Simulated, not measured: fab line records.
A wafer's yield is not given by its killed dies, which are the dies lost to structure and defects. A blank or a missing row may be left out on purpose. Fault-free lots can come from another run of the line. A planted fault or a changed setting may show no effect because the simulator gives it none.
A single fault, viewed from 2 desks -- flow sky130 -- what lay behind the numbers comes last; until then each desk has only its own

THE METROLOGY DESK
What the gauges read, lot by lot, whatever tool the lot ran on: means of the sampled wafers that have a number. A lot is out of limits, marked OUT, if its mean lies more than 4 standard deviations from the usual mean; the brackets give that distance.
Columns: A = LDD_LDN_OVL at SKY_LDD_LDN_OVL_MEAS_07, usual -1.1 nm; B = LDD_LDN_TW at SKY_LDD_LDN_TW_MEAS_13, usual 1491
lot,first seen here,A,B
L639,day 26 13:52,-0.8,1490
L644,day 27 21:53,-0.1,1486
L650,day 29 11:52,-1.6,1484
L652,day 30 05:47,-2.3,1504
L653,day 30 12:14,-1.5,1505
Result from this desk: across the 5 lots, nothing is out of limits.

FOR THE TOOL OWNER'S DESK: wet_bench-04
The tool's own readings at SKY_LDD_LDN_CLEAN_14 (cleans in SC1/SC2, time 150 s): means of the sampled wafers that have a number, for each lot that ran on this tool. A lot is out of limits, marked OUT, if its mean lies more than 4 standard deviations from the usual mean; the brackets give that distance.
Columns: A = run_length_s at SKY_LDD_LDN_CLEAN_14, usual 177.3 s
lot,first seen here,A
L639,day 26 14:39,175.3
L644,day 27 22:41,182.5
L652,day 30 06:35,113.1 (-24) OUT
This desk finds L652 out of limits, L652 being first, at day 30 06:35 (run_length_s at SKY_LDD_LDN_CLEAN_14). In limits: L639, L644.

BROUGHT TOGETHER
At day 30 06:35, on L652, the tool owner's desk was in a position to raise an alarm.
The metrology desk saw nothing out of limits.
The metrology desk has L652 on record, within its limits.
Of the lots named, all ran SKY_LDD_LDN_CLEAN_14 on wet_bench-04.

WHAT THE SIMULATOR PUT IN
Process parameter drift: wet_bench-04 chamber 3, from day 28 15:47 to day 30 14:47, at SKY_LDD_LDN_CLEAN_14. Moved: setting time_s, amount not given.
Struck lots among those shown: L652.
Hours from the fault's start to each desk's first reading out of limits: the tool owner's desk, 39.
